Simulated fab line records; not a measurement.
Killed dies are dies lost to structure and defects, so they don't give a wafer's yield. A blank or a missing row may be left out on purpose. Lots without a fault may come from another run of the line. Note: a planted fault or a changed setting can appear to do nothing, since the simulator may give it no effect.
The tool behind it: which one? | flow gf180mcu | 10 lots with 29 wafers sampled at 7 steps, on a route of 602 steps

== WHAT EACH GAUGE READ, for each wafer ==
GF_TOP_METAL_RS_MEAS_05: uses a four-point probe to measure. Usual: for TOP_METAL_ALCU_RS the level is 0.0329 ohm/sq and the standard deviation is 0.00033.
lot  | measured     | on            | TOP_METAL_ALCU_RS (ohm/sq)                | flag
L200 | day 26 23:47 | film-metro-02 | 0.0332 0.0328 0.0329                      |
L204 | day 28 10:48 | film-metro-02 | 0.0333 0.0330 0.0329                      |
L206 | day 29 03:13 | film-metro-02 | 0.0333 0.0332 0.0334                      |
L208 | day 29 18:30 | film-metro-02 | 0.0323 0.0323 0.0323                      |
L215 | day 31 10:42 | film-metro-02 | 0.0506 0.0500 0.0326 0.0507 0.0501 0.0326 | OFF
L216 | day 31 15:05 | film-metro-02 | 0.0504 0.0506 0.0506 0.0506               | OFF
L218 | day 32 14:55 | film-metro-02 | 0.0327 0.0326 0.0329                      |
L220 | day 32 20:43 | film-metro-02 | 0.0323 0.0326 0.0324                      |
L221 | day 32 22:03 | film-metro-03 | 0.0334 0.0333 0.0333                      |
L223 | day 33 20:21 | film-metro-02 | 0.0330 0.0330 0.0326                      |

GF_TOP_METAL_THK_MEAS_06: measures by xrf. Usual: for TOP_METAL_ALCU_THK the level is 880 nm and the standard deviation is 9.6.
lot  | measured     | on            | TOP_METAL_ALCU_THK (nm) | flag
L200 | day 26 23:53 | film-metro-02 | 863 875 872             |
L204 | day 28 10:55 | film-metro-02 | 866 873 876             |
L206 | day 29 03:18 | film-metro-02 | 868 870 865             |
L208 | day 29 18:37 | film-metro-02 | 898 885 896             |
L215 | day 31 11:58 | film-metro-02 | 573 580 881 574 579 884 | OFF
L216 | day 31 17:20 | film-metro-02 | 573 573 575 574         | OFF
L218 | day 32 15:02 | film-metro-02 | 884 888 883             |
L220 | day 32 20:49 | film-metro-02 | 891 883 890             |
L221 | day 32 22:10 | film-metro-03 | 869 874 875             |
L223 | day 33 20:28 | film-metro-02 | 877 871 888             |

GF_PASSIVATION_THK_MEAS_01. Usual: for PASSIVATION_CVD_00_THK the level is 1003 nm and the standard deviation is 13.
lot  | measured     | on            | PASSIVATION_CVD_00_THK (nm) | flag
L200 | day 27 20:25 | film-metro-04 | 1009 1018 1012              |
L204 | day 29 06:46 | film-metro-03 | 996 1004 1022               |
L206 | day 29 22:23 | film-metro-04 | 1010 1000 1018              |
L208 | day 30 13:45 | film-metro-01 | 1015 1012 1016              |
L215 | day 32 04:26 | film-metro-04 | 992 1006 1003               |
L216 | day 32 13:19 | film-metro-01 | 995 990                     |
L218 | day 33 07:41 | film-metro-01 | 995 981 985                 |
L220 | day 33 12:50 | film-metro-03 | 992 990 997                 |
L221 | day 33 13:29 | film-metro-01 | 1017 1014 1018              |
L223 | day 34 12:25 | film-metro-01 | 996 1005 1010               |

== WHAT TOOL EACH LOT RAN ON (gives the tool, then ch and the chambers of the sampled wafers, and finally the start) ==
lot  | GF_TOP_METAL_SPUTTER_02      | GF_TOP_METAL_SPUTTER_04      | GF_TOP_METAL_METAL_ETCH_16        | GF_TOP_METAL_STRIP_17
L200 | pvd-sputter-03, day 26 23:37 | pvd-sputter-03, day 26 23:41 | rie-metal-03 ch 0,1, day 27 19:37 | plasma-asher-03 ch 0,1, day 27 19:46
L204 | pvd-sputter-04, day 28 10:43 | pvd-sputter-04, day 28 10:46 | rie-metal-03 ch 1, day 29 05:55   | plasma-asher-01 ch 0,1, day 29 06:05
L206 | pvd-sputter-03, day 29 03:04 | pvd-sputter-03, day 29 03:08 | rie-metal-02 ch 0,1, day 29 21:37 | plasma-asher-01 ch 0,1, day 29 21:46
L208 | pvd-sputter-04, day 29 18:25 | pvd-sputter-04, day 29 18:29 | rie-metal-04 ch 0, day 30 12:46   | plasma-asher-03 ch 0,1, day 30 13:07
L215 | pvd-sputter-03, day 31 10:37 | pvd-sputter-03, day 31 10:40 | rie-metal-04 ch 0,1, day 32 03:19 | plasma-asher-01 ch 0,1, day 32 03:29
L216 | pvd-sputter-03, day 31 15:00 | pvd-sputter-03, day 31 15:04 | rie-metal-03 ch 0,1, day 32 11:25 | plasma-asher-01 ch 0,1, day 32 11:41
L218 | pvd-sputter-01, day 32 14:49 | pvd-sputter-01, day 32 14:53 | rie-metal-04 ch 0,1, day 33 06:53 | plasma-asher-01 ch 0,1, day 33 07:04
L220 | pvd-sputter-01, day 32 20:36 | pvd-sputter-01, day 32 20:40 | rie-metal-03 ch 0,1, day 33 12:02 | plasma-asher-03 ch 0,1, day 33 12:13
L221 | pvd-sputter-04, day 32 21:58 | pvd-sputter-04, day 32 22:01 | rie-metal-02 ch 0,1, day 33 12:40 | plasma-asher-01 ch 0,1, day 33 12:50
L223 | pvd-sputter-01, day 33 20:16 | pvd-sputter-01, day 33 20:19 | rie-metal-03 ch 0,1, day 34 11:38 | plasma-asher-02 ch 0,1, day 34 11:48
- GF_TOP_METAL_SPUTTER_02: material AlCu, target thk 900 nm, time 47.82 s.
- GF_TOP_METAL_SPUTTER_04: material TiN, target thk 25 nm, time 20.8 s.
- GF_TOP_METAL_METAL_ETCH_16: etches the open film in Cl2/BCl3, stops on SiO2, target depth 1077.5 nm, time 179.6 s.
- GF_TOP_METAL_STRIP_17: strips in O2/N2.

== WHAT THE TOOLS THEMSELVES READ (means of the sampled wafers that have a number; where no wafer has one, the mark that the record gives instead) ==
GF_TOP_METAL_SPUTTER_02. Usual: cathode-dc-power-W 10600 W, standard deviation 1.9; throttle-valve-pct 29.8 %, standard deviation 0.87.
lot  | tool           | cathode-dc-power-W (W) | throttle-valve-pct (%) | flag
L200 | pvd-sputter-03 | 10600                  | 30.2                   |
L204 | pvd-sputter-04 | 10601                  | 28.1                   |
L206 | pvd-sputter-03 | 10599                  | 30.3                   |
L208 | pvd-sputter-04 | 10601                  | 28.9                   |
L215 | pvd-sputter-03 | 10599                  | 29.9                   |
L216 | pvd-sputter-03 | 10600                  | 30.5                   |
L218 | pvd-sputter-01 | 10598                  | 29.7                   |
L220 | pvd-sputter-01 | 10602                  | 29.6                   |
L221 | pvd-sputter-04 | 10600                  | 28.5                   |
L223 | pvd-sputter-01 | 10599                  | 29.7                   |

GF_TOP_METAL_SPUTTER_04. Usual: cathode-dc-power-W 6499.9 W, standard deviation 1; throttle-valve-pct 29.8 %, standard deviation 0.86.
lot  | tool           | cathode-dc-power-W (W) | throttle-valve-pct (%) | flag
L200 | pvd-sputter-03 | 6499.1                 | 30.1                   |
L204 | pvd-sputter-04 | 6500.3                 | 28.1                   |
L206 | pvd-sputter-03 | 6499.6                 | 30.4                   |
L208 | pvd-sputter-04 | 6499.4                 | 28.9                   |
L215 | pvd-sputter-03 | 6500.3                 | 29.8                   |
L216 | pvd-sputter-03 | 6499.1                 | 30.5                   |
L218 | pvd-sputter-01 | 6500.5                 | 29.6                   |
L220 | pvd-sputter-01 | 6500.0                 | 29.7                   |
L221 | pvd-sputter-04 | 6499.7                 | 28.6                   |
L223 | pvd-sputter-01 | 6500.6                 | 29.5                   |

GF_TOP_METAL_METAL_ETCH_16. Usual: drypump-motor-current-A 5.6 A, standard deviation 0.38; oes-product-au 0.964 a.u., standard deviation 0.0073; throttle-valve-pct 28.260 %, standard deviation 0.011.
lot  | tool         | drypump-motor-current-A (A) | oes-product-au (a.u.) | throttle-valve-pct (%) | flag
L200 | rie-metal-03 | 5.5                         | 0.964                 | 28.259                 |
L204 | rie-metal-03 | 5.6                         | 0.965                 | 28.250                 |
L206 | rie-metal-02 | 5.6                         | 0.959                 | 28.272                 |
L208 | rie-metal-04 | 6.2                         | 0.967                 | 28.248                 |
L215 | rie-metal-04 | 5.9                         | 0.846                 | 28.390                 | OFF
L216 | rie-metal-03 | 5.4                         | 0.786                 | 28.461                 | OFF
L218 | rie-metal-04 | 5.9                         | 0.965                 | 28.257                 |
L220 | rie-metal-03 | 5.4                         | 0.970                 | 28.239                 |
L221 | rie-metal-02 | 5.5                         | 0.958                 | 28.263                 |
L223 | rie-metal-03 | 5.5                         | 0.964                 | 28.258                 |

GF_TOP_METAL_STRIP_17. Usual: drypump-motor-current-A 6.1 A, standard deviation 0.39; heater-power-w 335 W, standard deviation 33; oes-product-au 0.710 a.u., standard deviation 0.0044; strip-time-to-endpoint-s 13.47 s, standard deviation 0.061.
lot  | tool            | drypump-motor-current-A (A) | heater-power-w (W) | oes-product-au (a.u.) | strip-time-to-endpoint-s (s) | flag
L200 | plasma-asher-03 | 5.8                         | 356                | 0.710                 | 13.48                        |
L204 | plasma-asher-01 | 6.3                         | 314                | 0.711                 | 13.38                        |
L206 | plasma-asher-01 | 6.3                         | 310                | 0.711                 | 13.46                        |
L208 | plasma-asher-03 | 5.9                         | 350                | 0.710                 | 13.42                        |
L215 | plasma-asher-01 | 6.3                         | 307                | 0.707                 | 13.47                        |
L216 | plasma-asher-01 | 6.2                         | 320                | 0.713                 | 13.46                        |
L218 | plasma-asher-01 | 6.3                         | 315                | 0.711                 | 13.51                        |
L220 | plasma-asher-03 | 5.8                         | 348                | 0.710                 | 13.55                        |
L221 | plasma-asher-01 | 6.2                         | 320                | 0.714                 | 13.44                        |
L223 | plasma-asher-02 | 5.8                         | 332                | 0.710                 | 13.53                        |

== THE ANSWER, worked out from the rows above alone ==
Rule: lot off if the mean of its wafers having a number is beyond 3 standard deviations from the usual mean. A lot without any number at a reading at which 4 lots or more have one is off too. Where the step has rows for the other lots, those lots are counted as sound. After the gauges, taken in route order, come the tools' own readings; for these a lot's mean is taken, as printed above. At the first step where some lot is off, the reading lying furthest off is the one used; lots without a number count as furthest.
Off: at GF_TOP_METAL_RS_MEAS_05 (TOP_METAL_ALCU_RS), L215, L216.
If a tool, at a process step before that reading, ran all the lots that are off and no sound lot after the first of them, it fits. Not tried: the gauges at GF_TOP_METAL_RS_MEAS_05; whatever is off there is also off at GF_TOP_METAL_METAL_ETCH_16, on other tools, and gauge error can't account for it. One candidate fits, namely pvd-sputter-03 at GF_TOP_METAL_SPUTTER_02 and GF_TOP_METAL_SPUTTER_04. At GF_TOP_METAL_SPUTTER_02 its last sound lot is L206 (day 29 03:04), its first lot that is off L215 (day 31 10:37): a fault that began between those two fits.

== WHAT WAS PUT IN BY THE SIMULATOR ==
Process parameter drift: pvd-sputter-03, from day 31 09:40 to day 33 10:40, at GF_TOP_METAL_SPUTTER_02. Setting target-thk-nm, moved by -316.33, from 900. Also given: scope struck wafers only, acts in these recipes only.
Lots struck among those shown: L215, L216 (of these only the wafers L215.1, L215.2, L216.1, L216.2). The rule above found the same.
